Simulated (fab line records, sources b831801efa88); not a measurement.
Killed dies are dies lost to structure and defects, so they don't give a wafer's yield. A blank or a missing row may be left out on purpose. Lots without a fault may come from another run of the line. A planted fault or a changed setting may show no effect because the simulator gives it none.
A struck lot beside a sound one | flow sky130 | 35 steps out of a route of 708
Sound: wafers L297.1, L297.2, L297.5. Struck: wafers L303.2, L303.3, L303.4. The cause comes at the end.
At each step with rows: each side's tool, then ch and its chambers, then its first start. Under that, the readings that differ: sound wafers | struck wafers | difference of the means | sigmas: that difference in standard deviations of wafers without a fault.
alike: readings whose means differ by less than 2 such deviations, and words and numbers that are the same on both sides. not compared: withheld readings, readings that some wafer has no value for, bounds like >300 that may hide the same value, and numbers for which the record gives no deviation and whose values overlap.
The two part at a step that has a row with sigmas, a row that says differs or no value, or rows on one side only. Numbers that don't overlap but have no deviation are shown without sigmas and don't part them. A reading that every wafer of one side lacks parts them only if that side has two wafers or more.

first, 10 steps without rows for these wafers: SKY_VIA1_COAT_06 (resist thk 60 nm); SKY_VIA1_COAT_07 (resist thk 450 nm); SKY_VIA1_SOFTBAKE_08 (time 90 s); SKY_VIA1_EXPOSE_09 (exposes mask VIM, target cd 150 nm); SKY_VIA1_PEB_10; SKY_VIA1_DEVELOP_11 (develop time 60 s); SKY_VIA1_ETCH_14 (etches BARC in N2/H2, stops on SiO2, time 45.9 s, target depth 60 nm); SKY_VIA1_ETCH_15 (etches SiO2 in C4F8/O2/Ar, stops on TiN, target depth 351 nm, time 54 s); SKY_VIA1_STRIP_16 (strips in O2/N2); SKY_VIA1_STRIP_17 (strips in post etch residue remover, time 1200 s).
SKY_VIA1_CLEAN_18: cleans in IPA, time 180 s.
  sound on wet_bench-04 ch 3, day 37 22:39; struck on wet_bench-04 ch 1, day 39 21:42
then, 23 steps without rows for these wafers: SKY_VIA1_CLEAN_19 (cleans in O3/DIW); SKY_VIA1_SPUTTER_20 (material TiN, target thk 20 nm, time 80 s); SKY_VIA1_CVD_21 (deposits W, target thk 270 nm, time 80.902 s); SKY_VIA1_CMP_24 (polishes, stops on SiO2, t overpolish 15 s, target thk 0 nm); SKY_METAL2_SPUTTER_00 (material Ti, target thk 15 nm, time 10 s); SKY_METAL2_SPUTTER_01 (material TiN, target thk 20 nm, time 16.7 s); SKY_METAL2_SPUTTER_02 (material AlCu, target thk 250 nm, time 13.3 s); SKY_METAL2_SPUTTER_03 (material Ti, target thk 5 nm, time 3.3 s); SKY_METAL2_SPUTTER_04 (material TiN, target thk 70 nm, time 58.3 s); SKY_METAL2_DEHYDRATE_07 (time 60 s); SKY_METAL2_HMDS_08 (prime time 60 s); SKY_METAL2_COAT_09 (resist thk 60 nm); SKY_METAL2_COAT_10 (resist thk 450 nm); SKY_METAL2_SOFTBAKE_11 (time 90 s); SKY_METAL2_EXPOSE_12 (exposes mask MM2, target cd 140 nm); SKY_METAL2_PEB_13; SKY_METAL2_DEVELOP_14 (develop time 60 s); SKY_METAL2_DESCUM_17 (chemistry O2, time 8 s); SKY_METAL2_ETCH_18 (etches BARC in N2/H2, stops on SiO2, time 45.9 s, target depth 60 nm); SKY_METAL2_METAL_ETCH_19 (etches the open film in Cl2/BCl3, stops on SiO2, target depth 360 nm, time 78 s); SKY_METAL2_STRIP_20 (strips in O2/N2); SKY_METAL2_STRIP_21 (strips in post etch residue remover, time 1200 s); SKY_METAL2_CLEAN_22 (cleans in IPA, time 180 s).
-- the record jumps here: 10 days lie between the struck wafers' starts before and after (it left off in module METAL2 and takes up again in module PAD_OPEN, whose first step shown is number 708 of the route) --
SKY_PAD_OPEN_PROBE_99:
  sound on prober-02, day 48 15:24; struck on prober-02, day 50 03:37
  reading                               | sound             | struck            | difference | sigmas
  defect_limited_yield (%)              | 80.1 83.1 84.3    | 77.2 74.0 79.9    | -5.5       | -3
  killed_at_M0_to_M3                    | 47 53 44          | 75 73 72          | +25        | +4
  killed_dies                           | 98 83 77          | 112 128 99        | +27        | +3
  killed_on_rim                         | 18 17 21          | 26 36 24          | +10        | +3
  sort_bin_3_pad_short (%)              | 1.0 0.8 0.8       | 2.8 2.8 1.8       | +1.6       | +4
  sort_bin_5_function (%)               | 11.8 10.4 10.4    | 14.0 17.3 12.2    | +3.6       | +2
  sort_n_pass                           | 394 409 415       | 380 364 393       | -27        | -3
  sort_yield_pct (%)                    | 80.1 83.1 84.3    | 77.2 74.0 79.9    | -5.5       | -3
  model.etest.tester.sort_n_pass        | 394 409 415       | 380 364 393       | -27        |
  model.etest.tester.sort_yield_pct (%) | 80.08 83.13 84.35 | 77.24 73.98 79.88 | -5.49      |
  model.etest.tester.sort_bin_5_pct (%) | 11.79 10.37 10.37 | 14.02 17.28 12.2  | +3.66      |
  model.etest.tester.sort_bin_3_pct (%) | 1.016 0.813 0.813 | 2.846 2.846 1.829 | +1.626     |
  alike: killed_at_M4_up, killed_at_contacts, killed_at_front_end, killed_at_other, killed_open, killed_short, sort_bin_6_memory

WHERE THEY PART
Only at SKY_PAD_OPEN_PROBE_99, within this record.

WHY: what the simulator had put in
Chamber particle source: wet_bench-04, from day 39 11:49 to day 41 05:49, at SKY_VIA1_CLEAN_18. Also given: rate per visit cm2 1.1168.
